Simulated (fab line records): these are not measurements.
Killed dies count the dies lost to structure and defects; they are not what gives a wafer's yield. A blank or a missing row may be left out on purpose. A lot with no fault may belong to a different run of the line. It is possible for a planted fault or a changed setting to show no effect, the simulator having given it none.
Which tool is to blame?	flow gf180mcu	Sampling: 15 lots, 45 wafers, 5 of 602 route steps

## WHAT THE GAUGES READ, wafer by wafer
GF_MVSD_TW_MEAS_11.
lot	measured	on	MVSD_TW
L241	day 4 09:18	film_metro-04	1593 1589 1585
L242	day 4 15:10	film_metro-01	1553 1560 1560
L243	day 4 22:38	film_metro-01	1547 1544 1542
L244	day 5 02:12	film_metro-01	1574 1575 1559
L245	day 5 08:04	film_metro-01	1560 1558 1565
L246	day 5 20:36	film_metro-04	1595 1586 1594
L247	day 5 21:18	film_metro-01	1559 1566 1565
L248	day 6 04:32	film_metro-04	1607 1600 1595
L251	day 6 20:23	film_metro-01	1551 1552 1556
L254	day 7 13:36	film_metro-01	1572 1562 1559
L255	day 7 21:20	film_metro-04	1578 1581 1584
L260	day 8 23:22	film_metro-01	1556 1556 1557
L261	day 9 07:38	film_metro-01	1565 1570 1569
L262	day 9 14:46	film_metro-02	1561 1568 1559
L264	day 9 21:51	film_metro-01	1557 1566 1570

GF_DUAL_GATE_OVL_MEAS_11.
lot	measured	on	DUAL_GATE_OVL (nm)
L241	day 8 07:14	overlay-02	-2.6 -1.4 -2.5
L242	day 8 14:53	overlay-02	1.0 0.4 0.4
L243	day 9 05:14	overlay-02	-1.1 -0.8 -2.0
L244	day 9 05:37	overlay-02	-1.1 -2.7 -0.4
L245	day 9 12:24	overlay-01	-2.1 -1.7 -1.7
L246	day 9 22:36	overlay-01	2.3 1.2 0.5
L247	day 10 03:34	overlay-01	0.5 1.8 0.3
L248	day 10 09:24	overlay-02	0.3 1.2 0.9
L251	day 11 01:32	overlay-01	55.5 55.1 55.1
L254	day 12 02:20	overlay-01	57.0 56.1 56.1
L255	day 12 10:46	overlay-02	59.2 57.7 59.6
L260	day 13 18:48	overlay-02	-1.6 -2.6 -1.0
L261	day 14 02:41	overlay-01	3.6 2.3 0.3
L262	day 14 13:07	overlay-01	1.7 3.2 2.3
L264	day 14 20:33	overlay-01	2.0 2.4 1.5

GF_SAB_OVL_MEAS_10.
lot	measured	on	SAB_OVL (nm)
L241	day 15 08:04	overlay-02	-1.4 0.1 0.2
L242	day 15 15:58	overlay-01	-0.1 0.4 -0.2
L243	day 16 04:52	overlay-01	-2.6 -2.2 -0.5
L244	day 16 05:17	overlay-01	0.2 1.7 1.4
L245	day 16 13:49	overlay-01	-1.0 0.5 -1.7
L246	day 17 02:41	overlay-01	0.3 0.7 0.9
L247	day 17 07:40	overlay-02	-1.8 -1.5 -0.5
L248	day 17 19:13	overlay-02	-2.0 0.7 -0.9
L251	day 18 15:17	overlay-01	-0.8 0.5 0.3
L254	day 19 23:01	overlay-01	-1.1 0.1 0.2
L255	day 20 06:14	overlay-01	-0.8 -2.3 0.6
L260	day 21 20:43	overlay-01	0.9 -0.1 -0.4
L261	day 22 05:35	overlay-01	-0.9 -1.1 -0.2
L262	day 22 17:12	overlay-02	-2.6 -3.3 -2.2
L264	day 22 23:35	overlay-01	-1.6 -0.3 -1.6

GF_SALICIDE_THK_MEAS_05: measures by xrf.
lot	measured	on	SALICIDE_TIN_THK (nm)
L241	day 15 08:37	film_metro-01	20.17 19.92 20.10
L242	day 15 16:32	film_metro-04	19.65 19.68 19.77
L243	day 16 05:25	film_metro-03	19.83 19.87 19.91
L244	day 16 05:50	film_metro-04	19.92 19.76 19.71
L245	day 16 14:23	film_metro-01	19.87 19.98 19.93
L246	day 17 03:20	film_metro-01	20.22 20.25 20.12
L247	day 17 08:13	film_metro-01	20.48 20.27 20.33
L248	day 17 19:46	film_metro-01	19.70 19.67 19.71
L251	day 18 15:50	film_metro-03	20.13 20.43 20.17
L254	day 19 23:34	film_metro-04	19.77 19.78 19.63
L255	day 20 06:51	film_metro-01	19.95 19.52 19.67
L260	day 21 21:17	film_metro-04	19.85 19.80 19.97
L261	day 22 06:18	film_metro-04	19.49 19.70 19.67
L262	day 22 17:47	film_metro-04	19.79 19.82 19.86
L264	day 23 00:09	film_metro-04	19.64 19.53 19.70

## WHAT TOOL EACH LOT RAN ON (gives the tool, then ch and the chambers of the sampled wafers, and finally the start)
lot	GF_DUAL_GATE_EXPOSE_08
L241	iline_stepper-02 ch 0, day 7 23:25
L242	iline_stepper-01 ch 0, day 8 07:58
L243	iline_stepper-01 ch 0, day 8 20:37
L244	iline_stepper-02 ch 0, day 8 20:54
L245	iline_stepper-01 ch 0, day 9 04:36
L246	iline_stepper-01 ch 0, day 9 14:06
L247	iline_stepper-02 ch 0, day 9 18:55
L248	iline_stepper-01 ch 0, day 10 00:32
L251	iline_stepper-02 ch 0, day 10 17:05
L254	iline_stepper-02 ch 0, day 11 16:46
L255	iline_stepper-02 ch 0, day 12 00:48
L260	iline_stepper-01 ch 0, day 13 08:49
L261	iline_stepper-01 ch 0, day 13 16:23
L262	iline_stepper-01 ch 0, day 14 03:00
L264	iline_stepper-01 ch 0, day 14 10:05
- GF_DUAL_GATE_EXPOSE_08: exposes mask Dualgate, target cd 700 nm.

## AS READ BY THE TOOLS THEMSELVES (means over the sampled wafers that have a number; for cases with no such wafer, the mark the record gives instead)
The record holds no such reading with a usual standard deviation.

## THE ANSWER, worked out from the rows above alone
Rule: usual is defined by the lots themselves. The widest of any qualifying gaps counts: lots, ordered by their means at a reading, are off when they make up no more than a third of the lots, leave a main group of 4 or more, and stand apart from it by 3 or more times the standard deviation of that group's means. A main group is skipped when, at the precision printed for the reading in the tables above, its means are all equal. A lot without any number at a reading at which 4 lots or more have one is off too. Where the step has rows for the other lots, those lots are counted as sound. Order of review: gauges by route order, followed by the tools' own readings, for which a lot's mean as printed above is used. The first step at which some lot is off is used, and at that step the reading that is off furthest; a lot without a number counts as furthest.
Off: L251, L254, L255, seen at GF_DUAL_GATE_OVL_MEAS_11 (DUAL_GATE_OVL). The main group has a mean of 0.1 nm with a standard deviation of 1.6.
If a tool, at a process step before that reading, ran all the lots that are off and no sound lot after the first of them, it fits. The gauges at GF_DUAL_GATE_OVL_MEAS_11 are tried like those tools. One fits: GF_DUAL_GATE_EXPOSE_08 on iline_stepper-02. A fault onset in the window from L247 (day 9 18:55, its last sound lot) to L251 (day 10 17:05, its first lot off) fits.

## WHAT THE SIMULATOR PUT IN
Scanner matching overlay: iline_stepper-02, from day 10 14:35 on, at GF_DUAL_GATE_EXPOSE_08. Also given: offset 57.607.
Lots struck among those shown: L251, L254, L255. This agrees with what the rule above found.
